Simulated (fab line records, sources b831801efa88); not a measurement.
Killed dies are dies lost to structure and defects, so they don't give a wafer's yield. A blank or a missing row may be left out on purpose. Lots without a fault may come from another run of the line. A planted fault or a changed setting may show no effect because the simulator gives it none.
fab line records | flow gf180mcu
record lots=5 wafers=15 last_day=34
route steps=602 shown STI@25 DNWELL@32 NWELL@42 LVPWELL@54 MVSD@66
lots that met no fault: from a run of the same line without faults
start_h: hours from the record's first day to the start of the lot's first wafer shown | wait_h: hours since the lot's step before | " the same as in the row above | L1.1+2: a row that stands for several wafers | - no value, or no start given | * or withheld: withheld | < > ~ a bound
route shown NAME@n: a module of which the file shows steps, and the number in the route of the first | usual: mean/standard deviation of fault-free wafers | same: alike in all rows | chamber/n: place in a boat | sites: the reading at each site | _std_site: their standard deviation | _edge_site: outer sites' mean less inner sites' | radius_mm: how far each site lies from the wafer's centre | mask NAME#n: copy n | behind: the tool/chamber that last shaped the wafer | hold: why the lot was held/for how many hours/how that ended | device: the transistor (n, p or np) that didn't switch | end of line: the same wafers' tests at the end of the route | a step without rows: its recipe alone | killed: dies lost to structure and defects at the first sort, not the wafer's yield | map: a wafer's dies, x killed, . not, _ none there
set.NAME: the setting as run; set.NAME@STEP: as run at that earlier step | model.NAME: the simulator's own value behind a step, which no gauge read
lots at some steps of the route; a table a step, a row a wafer
services: from which hour (start_h, from the record's first day; less than 0 if before it) a tool's chamber was out of use, for how many hours, and why
## steps
# step GF_STI_THK_MEAS_24
# recipe reads=SiO2_of_STI_CVD_23
# usual STI_CVD_23_THK=650/5.2
# columns lot.wafer tool chamber start_h wait_h STI_CVD_23_THK[nm]
L076.1 film_metro-03 - 39.86 0.0 648
L076.5 " - " " 654
L076.6 " - " " 651
L079.2 film_metro-03 - 54.16 0.0 649
L079.3 " - " " 646
L079.6 " - " " 647
L081.1 film_metro-03 - 63.85 0.0 646
L081.2 " - " " 651
L081.5 " - " " 644
L085.2 film_metro-03 - 85.63 0.0 650
L085.4 " - " " 653
L085.5 " - " " 659
L097.1 film_metro-03 - 147.78 0.0 663
L097.4 " - " " 655
L097.5 " - " " 652
# step GF_STI_CMP_25
# recipe stop_on=Si3N4 t_overpolish_s=33 down_force_psi=4 platen_rpm=60 target_thk_nm=524.6 pad_velocity_m_s=0.94248
# usual edge_zone_pressure_frac=0.999/0.0046 motor_current_A=12.2/1.1 overpolish_run_s=33.000/0.009 slurry_flow_ml_min=150.1/0.47 time_to_endpoint_s=124/3.7
# same t_overpolish_s=33
# columns lot.wafer tool chamber start_h wait_h edge_zone_pressure_frac motor_current_A overpolish_run_s slurry_flow_ml_min time_to_endpoint_s
L076.1 cmp-01 2 40.02 0.1 0.994 13.3 33.005 149.8 124
L076.6 " 0 " " 0.995 11.6 32.989 150.3 125
L076.5 " 1 " " 0.997 11.7 33.002 150.0 123
L079.2 cmp-02 0 54.21 0.0 0.992 14.4 33.001 151.1 127
L079.3 " 2 " " 0.995 10.9 32.994 150.5 126
L079.6 " 0 " " 0.999 14.8 33.006 150.7 126
L081.1 cmp-01 3 64.01 0.1 0.993 11.6 33.008 150.1 123
L081.2 " 0 " " 1.006 11.6 33.002 150.6 123
L081.5 " 2 " " 0.999 13.4 32.997 150.4 122
L085.4 cmp-02 0 85.68 0.0 0.999 14.7 32.995 150.1 119
L085.2 " 2 " " 0.990 11.1 33.005 150.9 120
L085.5 " 0 " " 1.000 15.0 33.009 149.6 123
L097.1 cmp-01 0 147.94 0.1 1.001 11.3 32.993 149.3 124
L097.4 " 1 " " 0.994 12.1 33.001 150.6 124
L097.5 " 2 " " 1.002 13.8 32.998 150.5 120
# step GF_STI_WET_ETCH_26
# recipe chemistry=dHF target_depth_nm=94 target=SiO2 temp_c=25 dilution=10:1 time_s=188
# columns lot.wafer tool chamber start_h wait_h
L076.1+5+6 wet_bench-02 0 40.22 0.1
L079.2+3+6 wet_bench-02 0 54.51 0.2
L081.1+2+5 wet_bench-02 3 64.21 0.1
L085.2+4+5 wet_bench-02 0 85.98 0.1
L097.1+4+5 wet_bench-03 3 148.14 0.1
# step GF_STI_WET_ETCH_27
# recipe chemistry=H3PO4 target_depth_nm=160 target=Si3N4 temp_c=160 time_s=1825
# columns lot.wafer tool chamber start_h wait_h
L076.1+5+6 wet_bench-01 0 40.28 0.0
L079.2+3+6 wet_bench-02 2 54.58 0.0
L081.1+2+5 wet_bench-01 0 64.27 0.0
L085.2+4+5 wet_bench-01 1 86.04 0.0
L097.1+4+5 wet_bench-01 1 148.20 0.0
# step GF_STI_WET_ETCH_28
# recipe chemistry=dHF target_depth_nm=20 dry=ipa_marangoni target=SiO2 temp_c=25 dilution=10:1 time_s=40
# columns lot.wafer tool chamber start_h wait_h
L076.1+5+6 wet_bench-02 3 40.79 0.0
L079.2+3+6 wet_bench-03 0 55.14 0.0
L081.1+2+5 wet_bench-02 2 64.78 0.0
L085.2+4+5 wet_bench-02 0 86.55 0.0
L097.1+4+5 wet_bench-03 3 148.77 0.0
# step GF_STI_OXIDATION_29
# recipe temp_c=900 ambient=O2 stabilise_s=600 purge_s=300 target_thk_a=100 ox_time_s=1418
# columns lot.wafer tool chamber start_h wait_h
L076.1+5+6 furnace-02 0 41.51 0.7
L079.2+3+6 furnace-02 0 56.18 1.0
L081.1+2+5 furnace-01 0 64.80 0.0
L085.2+4+5 furnace-02 0 86.57 0.0
L097.1+4+5 furnace-01 0 148.79 0.0
# step GF_STI_THK_MEAS_30
# recipe reads=SiO2_of_STI_OXIDATION_29
# usual STI_OXIDATION_02_THK=10.05/0.14
# columns lot.wafer tool chamber start_h wait_h STI_OXIDATION_02_THK[nm]
L076.1 film_metro-01 - 42.91 0.0 9.80
L076.5 " - " " 9.86
L076.6 " - " " 10.02
L079.2 film_metro-04 - 57.58 0.0 9.92
L079.3 " - " " 9.89
L079.6 " - " " 9.85
L081.1 film_metro-01 - 66.20 0.0 10.14
L081.2 " - " " 10.06
L081.5 " - " " 10.19
L085.2 film_metro-03 - 87.98 0.0 9.96
L085.4 " - " " 9.75
L085.5 " - " " 9.92
L097.1 film_metro-01 - 150.18 0.0 10.09
L097.4 " - " " 9.97
L097.5 " - " " 10.13
# step GF_DNWELL_DEHYDRATE_00
# recipe temp_c=200 time_s=60
# columns lot.wafer tool chamber start_h wait_h
L076.1+5+6 litho_track-01 0 48.85 5.9
L079.2+3+6 litho_track-03 0 63.54 5.9
L081.1+2+5 litho_track-03 0 72.27 6.1
L085.2+4+5 litho_track-03 0 94.34 6.4
L097.1+4+5 litho_track-03 0 157.22 7.0
# step GF_DNWELL_HMDS_01
# recipe prime_time_s=60 prime_temp_c=120
# usual prime_temp_c=119.99/0.11
# same prime_time_s=60
# columns lot.wafer tool chamber start_h wait_h prime_temp_c
L076.1 litho_track-01 0 49.00 0.1 119.83
L076.5 " 0 " " 119.88
L076.6 " 0 " " 119.90
L079.2 litho_track-03 0 63.69 0.1 120.03
L079.3 " 0 " " 120.06
L079.6 " 0 " " 120.08
L081.1 litho_track-03 0 72.42 0.1 119.81
L081.2 " 0 " " 119.89
L081.5 " 0 " " 119.96
L085.2 litho_track-03 0 94.49 0.1 119.95
L085.4 " 0 " " 120.00
L085.5 " 0 " " 119.85
L097.1 litho_track-03 0 157.37 0.1 120.21
L097.4 " 0 " " 120.10
L097.5 " 0 " " 120.05
# step GF_DNWELL_COAT_02
# recipe spin_rpm=2000 resist_thk_nm=3000
# columns lot.wafer tool chamber start_h wait_h
L076.1+5+6 litho_track-01 0 49.15 0.1
L079.2+3+6 litho_track-03 0 63.84 0.1
L081.1+2+5 litho_track-03 0 72.57 0.1
L085.2+4+5 litho_track-03 0 94.64 0.1
L097.1+4+5 litho_track-03 0 157.52 0.1
# step GF_DNWELL_SOFTBAKE_03
# recipe temp_c=110 time_s=withheld
# columns lot.wafer tool chamber start_h wait_h
L076.1+5+6 litho_track-01 0 49.30 0.1
L079.2+3+6 litho_track-03 0 64.00 0.1
L081.1+2+5 litho_track-03 0 72.72 0.1
L085.2+4+5 litho_track-03 0 94.80 0.1
L097.1+4+5 litho_track-03 0 157.67 0.1
# step GF_DNWELL_EXPOSE_04
# recipe mask_id=DNWELL target_cd_nm=1700 na=0.6 source_shape=conventional sigma_outer=0.6 dose_mj=260
# same sigma_outer=0.6
# columns lot.wafer tool chamber start_h wait_h mask
L076.1+5+6 iline_stepper-02 0 - - DNWELL#0
L079.2+3+6 iline_stepper-02 0 - - DNWELL#0
L081.1+2+5 iline_stepper-01 0 - - DNWELL#0
L085.2+4+5 iline_stepper-02 0 - - DNWELL#0
L097.1+4+5 iline_stepper-01 0 - - DNWELL#0
# step GF_DNWELL_PEB_05
# recipe temp_c=115 time_s=withheld
# columns lot.wafer tool chamber start_h wait_h
L076.1+5+6 litho_track-03 0 - -
L079.2+3+6 litho_track-01 0 - -
L081.1+2+5 litho_track-01 0 - -
L085.2+4+5 litho_track-03 0 - -
L097.1+4+5 litho_track-01 0 - -
# step GF_DNWELL_DEVELOP_06
# recipe wall_angle_deg=90 develop_time_s=60 dev_temp_c=23
# columns lot.wafer tool chamber start_h wait_h
L076.1+5+6 litho_track-03 0 - -
L079.2+3+6 litho_track-01 0 - -
L081.1+2+5 litho_track-01 0 - -
L085.2+4+5 litho_track-03 0 - -
L097.1+4+5 litho_track-01 0 - -
# step GF_DNWELL_IMPLANT_07
# recipe species=P energy_kev=1500 dose_cm2=1e+13 tilt_deg=0
# usual beam_energy_keV=1500.0/0.45 dose_ions_cm2=9.999e+12/1.2e+10
# columns lot.wafer tool chamber start_h wait_h beam_energy_keV dose_ions_cm2
L076.1 implanter-01 0 55.52 - 1499.7 1.0007e+13
L076.5 " 0 " " 1499.9 1.0002e+13
L076.6 " 0 " " 1499.7 1.0017e+13
L079.2 implanter-04 0 70.77 - 1499.4 9.99e+12
L079.3 " 0 " " 1499.5 1.0001e+13
L079.6 " 0 " " 1500.4 9.993e+12
L081.1 implanter-04 0 79.65 - 1500.4 1.0006e+13
L081.2 " 0 " " 1500.2 9.985e+12
L081.5 " 0 " " 1500.1 9.971e+12
L085.2 implanter-04 0 101.89 - 1499.3 9.996e+12
L085.4 " 0 " " 1500.3 1.0011e+13
L085.5 " 0 " " 1500.0 1.0005e+13
L097.1 implanter-01 0 165.84 - 1499.7 9.996e+12
L097.4 " 0 " " 1499.3 9.983e+12
L097.5 " 0 " " 1499.5 1.0008e+13
# step GF_DNWELL_STRIP_08
# recipe chemistry=O2/N2 power_w=1400 pressure_mtorr=1500 platen_temp_c=250 o2_flow_sccm=3000 n2_flow_sccm=300 overash_fraction=0.5
# usual drypump_motor_current_A=5.6/0.49 heater_power_w=337/25 oes_product_au=0.722/0.0048 platen_temp_c=249.99/0.19 strip_time_to_endpoint_s=37.03/0.13
# columns lot.wafer tool chamber start_h wait_h drypump_motor_current_A heater_power_w oes_product_au platen_temp_c rf_hours_counter_h strip_time_to_endpoint_s
L076.1 plasma_asher-02 1 55.67 0.1 5.4 315 0.722 249.91 41 37.05
L076.5 " 0 " " 5.6 346 0.720 250.30 - 37.02
L076.6 " 1 " " 5.5 318 0.731 250.11 - 37.15
L079.2 plasma_asher-03 1 70.90 0.1 5.1 332 0.727 249.81 41 36.85
L079.3 " 1 " " 5.1 329 0.717 249.92 - 37.05
L079.6 " 1 " " 5.1 317 0.717 250.04 - 36.99
L081.1 plasma_asher-01 0 79.80 0.1 6.7 333 0.723 250.14 42 37.14
L081.2 " 1 " " 5.6 395 0.723 249.82 42 37.05
L081.5 " 0 " " 6.7 343 0.726 249.94 - 37.02
L085.2 plasma_asher-03 1 102.02 0.1 5.1 337 0.725 249.78 44 37.17
L085.4 " 1 " " 5.1 329 0.724 249.95 - 37.03
L085.5 " 0 " " 5.5 310 0.726 250.01 - 37.10
L097.1 plasma_asher-03 1 165.99 0.1 5.1 322 0.720 250.04 5 36.86
L097.4 " 1 " " 5.1 329 0.718 250.10 - 36.97
L097.5 " 1 " " 5.1 330 0.716 250.02 - 36.92
# step GF_DNWELL_TW_MEAS_09
# usual DNWELL_TW=1360/24
# columns lot.wafer tool chamber start_h wait_h DNWELL_TW
L076.1 film_metro-03 - 55.77 0.1 1340
L076.5 " - " " 1338
L076.6 " - " " 1341
L079.2 film_metro-02 - 71.01 0.1 1393
L079.3 " - " " 1385
L079.6 " - " " 1395
L081.1 film_metro-02 - 79.90 0.1 1404
L081.2 " - " " 1395
L081.5 " - " " 1410
L085.2 film_metro-01 - 102.13 0.1 1339
L085.4 " - " " 1340
L085.5 " - " " 1348
L097.1 film_metro-01 - 166.09 0.1 1347
L097.4 " - " " 1342
L097.5 " - " " 1348
# step GF_NWELL_DEHYDRATE_00
# recipe temp_c=200 time_s=60
# columns lot.wafer tool chamber start_h wait_h
L076.1+5+6 litho_track-01 0 61.95 6.2
L079.2+3+6 litho_track-04 0 77.19 6.2
L081.1+2+5 litho_track-01 0 86.30 6.4
L085.2+4+5 litho_track-01 0 108.47 6.3
L097.1+4+5 litho_track-01 0 173.49 7.4
# step GF_NWELL_HMDS_01
# recipe prime_time_s=60 prime_temp_c=120
# usual prime_temp_c=120.00/0.13
# same prime_time_s=60
# columns lot.wafer tool chamber start_h wait_h prime_temp_c
L076.1 litho_track-01 0 62.10 0.1 120.00
L076.5 " 0 " " 120.18
L076.6 " 0 " " 120.00
L079.2 litho_track-04 0 77.34 0.1 119.94
L079.3 " 0 " " 119.89
L079.6 " 0 " " 119.85
L081.1 litho_track-01 0 86.45 0.1 119.94
L081.2 " 0 " " 120.12
L081.5 " 0 " " 120.03
L085.2 litho_track-01 0 108.62 0.1 119.81
L085.4 " 0 " " 120.00
L085.5 " 0 " " 119.78
L097.1 litho_track-01 0 173.64 0.1 119.88
L097.4 " 0 " " 120.00
L097.5 " 0 " " 120.02
# step GF_NWELL_COAT_02
# recipe spin_rpm=2000 resist_thk_nm=3000
# columns lot.wafer tool chamber start_h wait_h
L076.1+5+6 litho_track-01 0 62.25 0.1
L079.2+3+6 litho_track-04 0 77.49 0.1
L081.1+2+5 litho_track-01 0 86.60 0.1
L085.2+4+5 litho_track-01 0 108.77 0.1
L097.1+4+5 litho_track-01 0 173.79 0.1
# step GF_NWELL_SOFTBAKE_03
# recipe temp_c=110 time_s=withheld
# columns lot.wafer tool chamber start_h wait_h
L076.1+5+6 litho_track-01 0 62.40 0.1
L079.2+3+6 litho_track-04 0 77.65 0.1
L081.1+2+5 litho_track-01 0 86.75 0.1
L085.2+4+5 litho_track-01 0 108.93 0.1
L097.1+4+5 litho_track-01 0 173.94 0.1
# step GF_NWELL_EXPOSE_04
# recipe mask_id=Nwell target_cd_nm=860 na=0.6 source_shape=conventional sigma_outer=0.6 dose_mj=260
# same sigma_outer=0.6
# columns lot.wafer tool chamber start_h wait_h mask
L076.1+5+6 iline_stepper-01 0 - - Nwell#0
L079.2+3+6 iline_stepper-02 0 - - Nwell#0
L081.1+2+5 iline_stepper-01 0 - - Nwell#0
L085.2+4+5 iline_stepper-01 0 - - Nwell#0
L097.1+4+5 iline_stepper-02 0 - - Nwell#0
# step GF_NWELL_PEB_05
# recipe temp_c=115 time_s=withheld
# columns lot.wafer tool chamber start_h wait_h
L076.1+5+6 litho_track-02 0 - -
L079.2+3+6 litho_track-04 0 - -
L081.1+2+5 litho_track-04 0 - -
L085.2+4+5 litho_track-02 0 - -
L097.1+4+5 litho_track-01 0 - -
# step GF_NWELL_DEVELOP_06
# recipe wall_angle_deg=90 develop_time_s=60 dev_temp_c=23
# columns lot.wafer tool chamber start_h wait_h
L076.1+5+6 litho_track-02 0 - -
L079.2+3+6 litho_track-04 0 - -
L081.1+2+5 litho_track-04 0 - -
L085.2+4+5 litho_track-02 0 - -
L097.1+4+5 litho_track-01 0 - -
# step GF_NWELL_OVL_MEAS_07
# usual NWELL_OVL=0.3/1.4
# columns lot.wafer tool chamber start_h wait_h NWELL_OVL[nm]
L076.1 overlay-01 - 69.00 - -0.9
L076.5 " - " " -0.2
L076.6 " - " " -1.5
L079.2 overlay-01 - 83.97 - -1.0
L079.3 " - " " -1.8
L079.6 " - " " -1.7
L081.1 overlay-02 - 93.82 - 1.6
L081.2 " - " " 2.1
L081.5 " - " " 0.7
L085.2 overlay-02 - 116.46 - 3.7
L085.4 " - " " 1.1
L085.5 " - " " 4.1
L097.1 overlay-01 - 182.74 - -1.5
L097.4 " - " " -2.2
L097.5 " - " " -2.4
# step GF_NWELL_IMPLANT_08
# recipe species=P energy_kev=450 dose_cm2=1.5e+13 tilt_deg=0
# usual beam_energy_keV=450.00/0.14 dose_ions_cm2=1.5e+13/1.5e+10
# columns lot.wafer tool chamber start_h wait_h beam_energy_keV dose_ions_cm2
L076.1 implanter-03 0 69.04 0.0 450.27 1.4996e+13
L076.5 " 0 " " 449.98 1.5015e+13
L076.6 " 0 " " 450.01 1.501e+13
L079.2 implanter-03 0 84.03 0.0 450.15 1.4989e+13
L079.3 " 0 " " 449.95 1.502e+13
L079.6 " 0 " " 449.82 1.4971e+13
L081.1 implanter-03 0 93.85 0.0 449.80 1.5007e+13
L081.2 " 0 " " 450.06 1.4999e+13
L081.5 " 0 " " 450.07 1.5013e+13
L085.2 implanter-03 0 116.51 0.0 450.23 1.5013e+13
L085.4 " 0 " " 450.20 1.5018e+13
L085.5 " 0 " " 450.23 1.5002e+13
L097.1 implanter-01 0 182.78 0.0 450.01 1.4996e+13
L097.4 " 0 " " 450.04 1.5004e+13
L097.5 " 0 " " 450.00 1.4964e+13
# step GF_NWELL_IMPLANT_09
# recipe species=P energy_kev=160 dose_cm2=4e+12 tilt_deg=0
# usual beam_energy_keV=160.00/0.05 dose_ions_cm2=3.999e+12/5.2e+09
# columns lot.wafer tool chamber start_h wait_h beam_energy_keV dose_ions_cm2
L076.1 implanter-03 0 69.19 0.1 160.01 4.001e+12
L076.5 " 0 " " 160.05 4.002e+12
L076.6 " 0 " " 160.03 4.002e+12
L079.2 implanter-03 0 84.18 0.1 159.92 4.001e+12
L079.3 " 0 " " 159.94 3.999e+12
L079.6 " 0 " " 159.97 4e+12
L081.1 implanter-03 0 94.00 0.1 160.02 4.005e+12
L081.2 " 0 " " 160.03 4.002e+12
L081.5 " 0 " " 159.97 3.997e+12
L085.2 implanter-03 0 116.66 0.1 160.02 3.988e+12
L085.4 " 0 " " 159.94 3.996e+12
L085.5 " 0 " " 160.02 4.004e+12
L097.1 implanter-01 0 182.93 0.1 160.03 3.992e+12
L097.4 " 0 " " 159.95 3.987e+12
L097.5 " 0 " " 160.02 3.994e+12
# step GF_NWELL_STRIP_10
# recipe chemistry=O2/N2 power_w=1400 pressure_mtorr=1500 platen_temp_c=250 o2_flow_sccm=3000 n2_flow_sccm=300 overash_fraction=0.5
# usual drypump_motor_current_A=5.9/0.44 heater_power_w=354/38 oes_product_au=0.722/0.0042 platen_temp_c=250.00/0.19 strip_time_to_endpoint_s=37.04/0.094
# columns lot.wafer tool chamber start_h wait_h drypump_motor_current_A heater_power_w oes_product_au platen_temp_c rf_hours_counter_h strip_time_to_endpoint_s
L076.1 plasma_asher-02 1 69.34 0.1 5.4 323 0.721 250.27 42 37.18
L076.5 " 1 " " 5.4 312 0.720 250.12 - 37.14
L076.6 " 0 " " 5.6 331 0.726 249.91 - 37.14
L079.2 plasma_asher-02 1 84.30 0.1 5.4 316 0.726 250.10 44 36.99
L079.3 " 1 " " 5.4 326 0.717 250.01 - 36.97
L079.6 " 1 " " 5.5 326 0.718 249.83 - 37.04
L081.1 plasma_asher-04 0 94.15 0.1 6.2 313 0.714 249.93 28 37.18
L081.2 " 1 " " 5.6 405 0.717 250.03 28 37.02
L081.5 " 0 " " 6.1 308 0.713 250.11 - 37.14
L085.2 plasma_asher-02 0 116.79 0.1 5.6 335 0.727 250.27 48 37.14
L085.4 " 1 " " 5.5 327 0.721 249.41 - 37.15
L085.5 " 0 " " 5.6 337 0.724 250.27 - 37.06
L097.1 plasma_asher-04 1 183.08 0.1 5.6 413 0.717 250.16 37 36.93
L097.4 " 1 " " 5.6 418 0.714 249.90 - 37.03
L097.5 " 1 " " 5.6 399 0.728 249.95 - 36.94
# step GF_NWELL_TW_MEAS_11
# usual NWELL_TW=1594/29
# columns lot.wafer tool chamber start_h wait_h NWELL_TW
L076.1 film_metro-02 - 69.44 0.1 1623
L076.5 " - " " 1619
L076.6 " - " " 1628
L079.2 film_metro-04 - 84.41 0.1 1558
L079.3 " - " " 1554
L079.6 " - " " 1558
L081.1 film_metro-02 - 94.25 0.1 1616
L081.2 " - " " 1616
L081.5 " - " " 1611
L085.2 film_metro-04 - 116.90 0.1 1554
L085.4 " - " " 1550
L085.5 " - " " 1553
L097.1 film_metro-01 - 183.18 0.1 1556
L097.4 " - " " 1557
L097.5 " - " " 1557
# step GF_LVPWELL_DEHYDRATE_00
# recipe temp_c=200 time_s=60
# columns lot.wafer tool chamber start_h wait_h
L076.1+5+6 litho_track-03 0 75.12 5.7
L079.2+3+6 litho_track-03 0 90.24 5.8
L081.1+2+5 litho_track-04 0 100.42 6.2
L085.2+4+5 litho_track-04 0 123.34 6.4
L097.1+4+5 litho_track-01 0 191.14 8.0
# step GF_LVPWELL_HMDS_01
# recipe prime_time_s=60 prime_temp_c=120
# usual prime_temp_c=120.02/0.15
# same prime_time_s=60
# columns lot.wafer tool chamber start_h wait_h prime_temp_c
L076.1 litho_track-03 0 75.27 0.1 119.60
L076.5 " 0 " " 119.98
L076.6 " 0 " " 119.91
L079.2 litho_track-03 0 90.39 0.1 120.02
L079.3 " 0 " " 119.86
L079.6 " 0 " " 119.88
L081.1 litho_track-04 0 100.57 0.1 120.22
L081.2 " 0 " " 119.95
L081.5 " 0 " " 120.20
L085.2 litho_track-04 0 123.49 0.1 120.11
L085.4 " 0 " " 120.06
L085.5 " 0 " " 120.15
L097.1 litho_track-01 0 191.29 0.1 119.87
L097.4 " 0 " " 120.02
L097.5 " 0 " " 120.06
# step GF_LVPWELL_COAT_02
# recipe spin_rpm=2000 resist_thk_nm=3000
# columns lot.wafer tool chamber start_h wait_h
L076.1+5+6 litho_track-03 0 75.42 0.1
L079.2+3+6 litho_track-03 0 90.54 0.1
L081.1+2+5 litho_track-04 0 100.72 0.1
L085.2+4+5 litho_track-04 0 123.64 0.1
L097.1+4+5 litho_track-01 0 191.44 0.1
# step GF_LVPWELL_SOFTBAKE_03
# recipe temp_c=110 time_s=withheld
# columns lot.wafer tool chamber start_h wait_h
L076.1+5+6 litho_track-03 0 75.57 0.1
L079.2+3+6 litho_track-03 0 90.70 0.1
L081.1+2+5 litho_track-04 0 100.87 0.1
L085.2+4+5 litho_track-04 0 123.80 0.1
L097.1+4+5 litho_track-01 0 191.59 0.1
# step GF_LVPWELL_EXPOSE_04
# recipe mask_id=LVPWELL target_cd_nm=600 na=0.6 source_shape=conventional sigma_outer=0.6 dose_mj=260
# same sigma_outer=0.6
# columns lot.wafer tool chamber start_h wait_h mask
L076.1+5+6 iline_stepper-02 0 - - LVPWELL#0
L079.2+3+6 iline_stepper-01 0 - - LVPWELL#0
L081.1+2+5 iline_stepper-01 0 - - LVPWELL#0
L085.2+4+5 iline_stepper-01 0 - - LVPWELL#0
L097.1+4+5 iline_stepper-02 0 - - LVPWELL#0
# step GF_LVPWELL_PEB_05
# recipe temp_c=115 time_s=withheld
# columns lot.wafer tool chamber start_h wait_h
L076.1+5+6 litho_track-03 0 - -
L079.2+3+6 litho_track-01 0 - -
L081.1+2+5 litho_track-04 0 - -
L085.2+4+5 litho_track-01 0 - -
L097.1+4+5 litho_track-01 0 - -
# step GF_LVPWELL_DEVELOP_06
# recipe wall_angle_deg=90 develop_time_s=60 dev_temp_c=23
# columns lot.wafer tool chamber start_h wait_h
L076.1+5+6 litho_track-03 0 - -
L079.2+3+6 litho_track-01 0 - -
L081.1+2+5 litho_track-04 0 - -
L085.2+4+5 litho_track-01 0 - -
L097.1+4+5 litho_track-01 0 - -
# step GF_LVPWELL_OVL_MEAS_07
# usual LVPWELL_OVL=-0.2/1.3
# columns lot.wafer tool chamber start_h wait_h LVPWELL_OVL[nm]
L076.1 overlay-01 - 82.27 - -1.7
L076.5 " - " " -1.2
L076.6 " - " " -2.6
L079.2 overlay-01 - 98.00 - 0.7
L079.3 " - " " 0.4
L079.6 " - " " 0.8
L081.1 overlay-02 - 108.22 - 0.5
L081.2 " - " " -0.1
L081.5 " - " " 0.6
L085.2 overlay-01 - 130.90 - 0.0
L085.4 " - " " 0.0
L085.5 " - " " 3.3
L097.1 overlay-01 - 199.99 - -0.5
L097.4 " - " " -3.1
L097.5 " - " " -0.6
# step GF_LVPWELL_IMPLANT_08
# recipe species=B energy_kev=170 dose_cm2=1.5e+13 tilt_deg=0
# usual beam_energy_keV=170.01/0.055 dose_ions_cm2=1.5003e+13/1.4e+10
# columns lot.wafer tool chamber start_h wait_h beam_energy_keV dose_ions_cm2
L076.1 implanter-02 0 82.30 0.0 170.06 1.5012e+13
L076.5 " 0 " " 170.10 1.5008e+13
L076.6 " 0 " " 170.01 1.502e+13
L079.2 implanter-03 0 98.06 0.0 169.95 1.5003e+13
L079.3 " 0 " " 169.96 1.4991e+13
L079.6 " 0 " " 170.04 1.4999e+13
L081.1 implanter-02 0 108.25 0.0 169.93 1.4986e+13
L081.2 " 0 " " 170.01 1.5012e+13
L081.5 " 0 " " 169.92 1.4989e+13
L085.2 implanter-03 0 130.96 0.0 169.99 1.5003e+13
L085.4 " 0 " " 170.02 1.5025e+13
L085.5 " 0 " " 170.02 1.4996e+13
L097.1 implanter-03 0 200.03 0.0 169.93 1.5009e+13
L097.4 " 0 " " 169.91 1.4978e+13
L097.5 " 0 " " 169.96 1.4988e+13
# step GF_LVPWELL_IMPLANT_09
# recipe species=B energy_kev=60 dose_cm2=5e+12 tilt_deg=0
# usual beam_energy_keV=60.002/0.022 dose_ions_cm2=5e+12/5.2e+09
# columns lot.wafer tool chamber start_h wait_h beam_energy_keV dose_ions_cm2
L076.1 implanter-02 0 82.45 0.1 60.008 5.007e+12
L076.5 " 0 " " 60.018 4.998e+12
L076.6 " 0 " " 60.001 5.01e+12
L079.2 implanter-03 0 98.21 0.1 60.022 4.995e+12
L079.3 " 0 " " 60.017 4.995e+12
L079.6 " 0 " " 60.012 4.996e+12
L081.1 implanter-02 0 108.40 0.1 59.987 5.002e+12
L081.2 " 0 " " 59.959 5.005e+12
L081.5 " 0 " " 60.002 5.002e+12
L085.2 implanter-03 0 131.11 0.1 59.984 5.005e+12
L085.4 " 0 " " 60.022 4.99e+12
L085.5 " 0 " " 59.994 5e+12
L097.1 implanter-03 0 200.18 0.1 59.996 4.995e+12
L097.4 " 0 " " 60.010 4.994e+12
L097.5 " 0 " " 60.011 4.99e+12
# step GF_LVPWELL_STRIP_10
# recipe chemistry=O2/N2 power_w=1400 pressure_mtorr=1500 platen_temp_c=250 o2_flow_sccm=3000 n2_flow_sccm=300 overash_fraction=0.5
# usual drypump_motor_current_A=5.9/0.52 heater_power_w=353/37 oes_product_au=0.723/0.0047 platen_temp_c=250.01/0.19 strip_time_to_endpoint_s=36.99/0.094
# columns lot.wafer tool chamber start_h wait_h drypump_motor_current_A heater_power_w oes_product_au platen_temp_c rf_hours_counter_h strip_time_to_endpoint_s
L076.1 plasma_asher-01 1 82.60 0.1 5.6 390 0.731 249.73 43 36.92
L076.5 " 1 " " 5.6 391 0.722 250.10 - 36.92
L076.6 " 0 " " 6.7 338 0.720 249.79 - 36.90
L079.2 plasma_asher-01 0 98.33 0.1 6.8 347 0.722 250.06 45 37.04
L079.3 " 1 " " 5.6 387 0.729 250.14 - 37.02
L079.6 " 0 " " 6.7 343 0.724 249.88 - 37.15
L081.1 plasma_asher-01 0 108.55 0.1 6.7 348 0.726 249.83 46 37.01
L081.2 " 1 " " 5.6 389 0.728 249.84 46 37.20
L081.5 " 0 " " 6.7 344 0.726 249.82 - 37.05
L085.2 plasma_asher-04 0 131.23 0.1 6.1 321 0.719 250.38 32 36.95
L085.4 " 0 " " 6.1 311 0.726 250.23 - 37.10
L085.5 " 0 " " 6.1 306 0.717 249.91 - 37.11
L097.1 plasma_asher-03 0 200.33 0.1 5.5 315 0.725 250.32 8 37.12
L097.4 " 0 " " 5.5 310 0.724 250.41 - 37.16
L097.5 " 1 " " 5.1 329 0.723 250.21 - 37.24
# step GF_LVPWELL_TW_MEAS_11
# usual LVPWELL_TW=567/9.5
# columns lot.wafer tool chamber start_h wait_h LVPWELL_TW
L076.1 film_metro-01 - 82.70 0.1 557
L076.5 " - " " 557
L076.6 " - " " 556
L079.2 film_metro-01 - 98.44 0.1 560
L079.3 " - " " 555
L079.6 " - " " 557
L081.1 film_metro-02 - 108.65 0.1 573
L081.2 " - " " 569
L081.5 " - " " 571
L085.2 film_metro-04 - 131.34 0.1 563
L085.4 " - " " 563
L085.5 " - " " 564
L097.1 film_metro-02 - 200.43 0.1 575
L097.4 " - " " 576
L097.5 " - " " 576
# step GF_MVSD_DEHYDRATE_00
# recipe temp_c=200 time_s=60
# columns lot.wafer tool chamber start_h wait_h
L076.1+5+6 litho_track-02 0 88.90 6.2
L079.2+3+6 litho_track-02 0 104.68 6.2
L081.1+2+5 litho_track-03 0 115.17 6.5
L085.2+4+5 litho_track-02 0 138.03 6.7
L097.1+4+5 litho_track-03 0 209.02 8.6
## services
# columns tool chamber start_h hours kind
plasma_asher-04 - 47.57 1.1 repair
cmp-01 - 51.84 3.3 repair
wet_bench-01 - 53.67 2.2 repair
plasma_asher-03 - 54.02 2.2 repair
iline_stepper-01 - 75.35 2.1 pm
iline_stepper-01 - 77.44 1.7 pm
plasma_asher-04 - 79.20 14.6 pm
furnace-02 - 79.87 3.5 pm
cmp-01 - 87.00 6.1 pm
plasma_asher-03 - 93.62 1.6 repair
plasma_asher-04 - 99.52 0.5 repair
plasma_asher-04 - 106.92 1.2 repair
iline_stepper-02 - 108.32 25.3 repair
plasma_asher-03 - 108.75 9.0 pm
implanter-03 - 126.39 4.3 repair
cmp-01 - 127.37 1.2 repair
implanter-04 - 155.16 2.2 repair
implanter-03 - 155.67 3.9 pm
iline_stepper-02 - 159.60 1.7 pm
iline_stepper-02 - 166.59 1.9 repair
iline_stepper-02 - 185.10 4.4 pm
cmp-01 - 199.18 1.6 repair
cmp-01 - 203.63 1.7 repair
cmp-01 - 206.27 12.0 repair
## key
fault none
